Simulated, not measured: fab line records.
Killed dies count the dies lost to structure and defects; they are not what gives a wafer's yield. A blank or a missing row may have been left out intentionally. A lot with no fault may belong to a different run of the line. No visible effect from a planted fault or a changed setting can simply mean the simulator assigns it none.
Shared-tool check / flow gf180mcu / Lots sampled 13, wafers sampled 39

## REASON FOR OPENING
At GF_POLY_GATE_CD_MEAS_10 the reading cd_nm is flagged on 1 of 13 lots. Wafers without a fault read 279.8 nm, standard deviation 1.1.
Rule: a lot gets a flag if all its wafers with a number sit over 4 standard deviations from that mean, or if no wafer of it has a number. The other lots count as sound.

lot=L821; measured=day 9 09:46; on=cd_sem-02; cd_nm (nm), wafer by wafer=279.3 278.4 278.4; flag=
lot=L822; measured=day 9 18:16; on=cd_sem-02; cd_nm (nm), wafer by wafer=278.5 279.6 279.9; flag=
lot=L824; measured=day 10 10:41; on=cd_sem-01; cd_nm (nm), wafer by wafer=281.7 281.0 280.8; flag=
lot=L826; measured=day 10 16:51; on=cd_sem-02; cd_nm (nm), wafer by wafer=278.9 278.7 278.0; flag=
lot=L829; measured=day 11 10:39; on=cd_sem-01; cd_nm (nm), wafer by wafer=281.1 279.7 279.1; flag=
lot=L832; measured=day 12 10:46; on=cd_sem-01; cd_nm (nm), wafer by wafer=280.0 280.2 279.3; flag=
lot=L833; measured=day 12 20:23; on=cd_sem-01; cd_nm (nm), wafer by wafer=279.5 281.3 280.6; flag=
lot=L836; measured=day 13 18:35; on=cd_sem-01; cd_nm (nm), wafer by wafer=321.5 321.3 321.8; flag=FLAGGED
lot=L837; measured=day 14 00:59; on=cd_sem-01; cd_nm (nm), wafer by wafer=280.7 277.7 280.4; flag=
lot=L839; measured=day 14 15:49; on=cd_sem-02; cd_nm (nm), wafer by wafer=278.1 279.0 279.5; flag=
lot=L841; measured=day 15 00:53; on=cd_sem-02; cd_nm (nm), wafer by wafer=280.7 277.8 278.2; flag=
lot=L843; measured=day 15 16:54; on=cd_sem-02; cd_nm (nm), wafer by wafer=281.1 281.0 281.4; flag=
lot=L844; measured=day 16 00:11; on=cd_sem-01; cd_nm (nm), wafer by wafer=278.4 278.9 278.9; flag=
On average the flagged lots' numbers are 321.5 nm, which is +41.7 nm against the usual, or +38 standard deviations.

## WHICH TOOL RAN EACH LOT
The record holds 1 process step before the reading, out of a route of 602 steps. In each cell: the tool, then ch and the chambers that the sampled wafers went through, then the start.
lot=L821; flag=; GF_POLY_GATE_EXPOSE_07=krf_scanner-01 ch 0, day 9 01:29
lot=L822; flag=; GF_POLY_GATE_EXPOSE_07=krf_scanner-02 ch 0, day 9 09:32
lot=L824; flag=; GF_POLY_GATE_EXPOSE_07=krf_scanner-01 ch 0, day 10 02:00
lot=L826; flag=; GF_POLY_GATE_EXPOSE_07=krf_scanner-01 ch 0, day 10 07:38
lot=L829; flag=; GF_POLY_GATE_EXPOSE_07=krf_scanner-01 ch 0, day 11 01:39
lot=L832; flag=; GF_POLY_GATE_EXPOSE_07=krf_scanner-01 ch 0, day 12 01:17
lot=L833; flag=; GF_POLY_GATE_EXPOSE_07=krf_scanner-01 ch 0, day 12 11:17
lot=L836; flag=FLAGGED; GF_POLY_GATE_EXPOSE_07=krf_scanner-02 ch 0, day 13 08:40
lot=L837; flag=; GF_POLY_GATE_EXPOSE_07=krf_scanner-02 ch 0, day 13 14:32
lot=L839; flag=; GF_POLY_GATE_EXPOSE_07=krf_scanner-02 ch 0, day 14 05:09
lot=L841; flag=; GF_POLY_GATE_EXPOSE_07=krf_scanner-02 ch 0, day 14 14:31
lot=L843; flag=; GF_POLY_GATE_EXPOSE_07=krf_scanner-02 ch 0, day 15 06:17
lot=L844; flag=; GF_POLY_GATE_EXPOSE_07=krf_scanner-02 ch 0, day 15 13:36
What the steps here do:
- GF_POLY_GATE_EXPOSE_07: exposes mask Poly2, target cd 280 nm.
- GF_POLY_GATE_CD_MEAS_10: target cd 280 nm.

## FLAGGED AGAINST TOTAL, ONE TOOL AT A TIME (gauges that did the reading follow at the end)
step=GF_POLY_GATE_EXPOSE_07; tool=krf_scanner-01; lots run=6; flagged=0; share of the flagged lots=none; sound lots run after its first flagged lot=-
step=GF_POLY_GATE_EXPOSE_07; tool=krf_scanner-02; lots run=7; flagged=1; share of the flagged lots=all; sound lots run after its first flagged lot=5 (L837,L839,L841,L843,L844)
step=GF_POLY_GATE_CD_MEAS_10; tool=cd_sem-01; lots run=7; flagged=1; share of the flagged lots=all; sound lots run after its first flagged lot=2 (L837,L844)
step=GF_POLY_GATE_CD_MEAS_10; tool=cd_sem-02; lots run=6; flagged=0; share of the flagged lots=none; sound lots run after its first flagged lot=-

## WHAT IS ALLOWED BY THE TABLE
Rows of the table that ran all the flagged lots, 2 in number: krf_scanner-02 at GF_POLY_GATE_EXPOSE_07; cd_sem-01 at GF_POLY_GATE_CD_MEAS_10.
- krf_scanner-02 at GF_POLY_GATE_EXPOSE_07: 1 of its 7 lots flagged. Lots that were sound ran on it after the first flagged one (L837, L839, L841, L843, L844); a persistent fault on the entire tool would not allow that.
- cd_sem-01 at GF_POLY_GATE_CD_MEAS_10: 1 of its 7 lots flagged. Lots that were sound ran on it after the first flagged one (L837, L844); a persistent fault on the entire tool would not allow that.
No row of the table ran every flagged lot and no sound lot after the first.

## WHAT WAS PUT IN BY THE SIMULATOR
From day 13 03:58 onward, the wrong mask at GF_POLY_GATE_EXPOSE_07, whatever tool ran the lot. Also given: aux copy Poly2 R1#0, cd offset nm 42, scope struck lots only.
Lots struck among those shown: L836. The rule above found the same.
